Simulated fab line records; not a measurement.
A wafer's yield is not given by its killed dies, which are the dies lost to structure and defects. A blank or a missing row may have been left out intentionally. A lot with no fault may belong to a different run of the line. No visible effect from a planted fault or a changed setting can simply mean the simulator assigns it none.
Which tool did it? / flow gf180mcu / Sampling: 6 lots, 18 wafers, 4 of 602 route steps

## WHAT THE GAUGES SHOWED, per wafer
GF_PASSIVATION_BOW_MEAS_14.
lot=L697; measured=day 29 08:08; on=film metro-04; PASSIVATION_BOW (um)=132 125 138
lot=L699; measured=day 29 18:49; on=film metro-03; PASSIVATION_BOW (um)=117 126 118
lot=L702; measured=day 30 17:59; on=film metro-04; PASSIVATION_BOW (um)=129 142 149
lot=L706; measured=day 31 19:25; on=film metro-02; PASSIVATION_BOW (um)=160 149 158
lot=L708; measured=day 32 13:50; on=film metro-02; PASSIVATION_BOW (um)=129 132 139
lot=L716; measured=day 34 04:39; on=film metro-04; PASSIVATION_BOW (um)=140 130 138

## WHICH TOOL RAN EACH LOT (tool, then ch and the chambers of the sampled wafers, then the start)
lot=L697; GF_MIM_SPUTTER_07=pvd sputter-02, day 24 20:14; GF_V5_CVD_02=pecvd-01 ch 0,1,2, day 26 15:15; GF_TOP_METAL_METAL_ETCH_16=rie metal-02 ch 0,1, day 28 09:26
lot=L699; GF_MIM_SPUTTER_07=pvd sputter-04, day 25 09:03; GF_V5_CVD_02=pecvd-04 ch 0,2, day 27 04:08; GF_TOP_METAL_METAL_ETCH_16=rie metal-01 ch 0,1, day 28 21:08
lot=L702; GF_MIM_SPUTTER_07=pvd sputter-02, day 26 12:04; GF_V5_CVD_02=pecvd-03 ch 0,2, day 28 05:05; GF_TOP_METAL_METAL_ETCH_16=rie metal-01 ch 0,1, day 29 21:29
lot=L706; GF_MIM_SPUTTER_07=pvd sputter-01, day 27 16:59; GF_V5_CVD_02=pecvd-01 ch 0,1, day 29 08:40; GF_TOP_METAL_METAL_ETCH_16=rie metal-01 ch 0,1, day 30 23:26
lot=L708; GF_MIM_SPUTTER_07=pvd sputter-01, day 28 13:22; GF_V5_CVD_02=pecvd-03 ch 0,2, day 30 04:48; GF_TOP_METAL_METAL_ETCH_16=rie metal-02 ch 0,1, day 31 18:44
lot=L716; GF_MIM_SPUTTER_07=pvd sputter-01, day 30 12:08; GF_V5_CVD_02=pecvd-04 ch 0,1,2, day 31 23:54; GF_TOP_METAL_METAL_ETCH_16=rie metal-02 ch 0,1, day 33 10:27
- GF_MIM_SPUTTER_07: material TiN, target thk 60 nm, time 50 s.
- GF_V5_CVD_02: deposits SiO2 from TEOS, target thk 1450 nm, time 163.28 s.
- GF_TOP_METAL_METAL_ETCH_16: etches the open film in Cl2/BCl3, stops on SiO2, target depth 1197 nm, time 199.5 s.

## THE ANSWER, worked out from the rows above alone
Rule: what is usual is taken from the lots themselves. Put in order of their means at a reading, lots are off if they are a third of the lots or fewer, leave a main group of 4 or more, and stand apart from it by a gap of 3 or more times the standard deviation of the main group's means; of several such gaps the widest counts. A main group whose means are all the same, to the digits that the tables above print for the reading, isn't used. A lot without any number at a reading at which 4 lots or more have one is off too. The other lots that the step has rows for count as sound.
No lot is off on any of the readings shown, so nothing can be concluded from this.

## WHAT HAD BEEN PUT IN BY THE SIMULATOR
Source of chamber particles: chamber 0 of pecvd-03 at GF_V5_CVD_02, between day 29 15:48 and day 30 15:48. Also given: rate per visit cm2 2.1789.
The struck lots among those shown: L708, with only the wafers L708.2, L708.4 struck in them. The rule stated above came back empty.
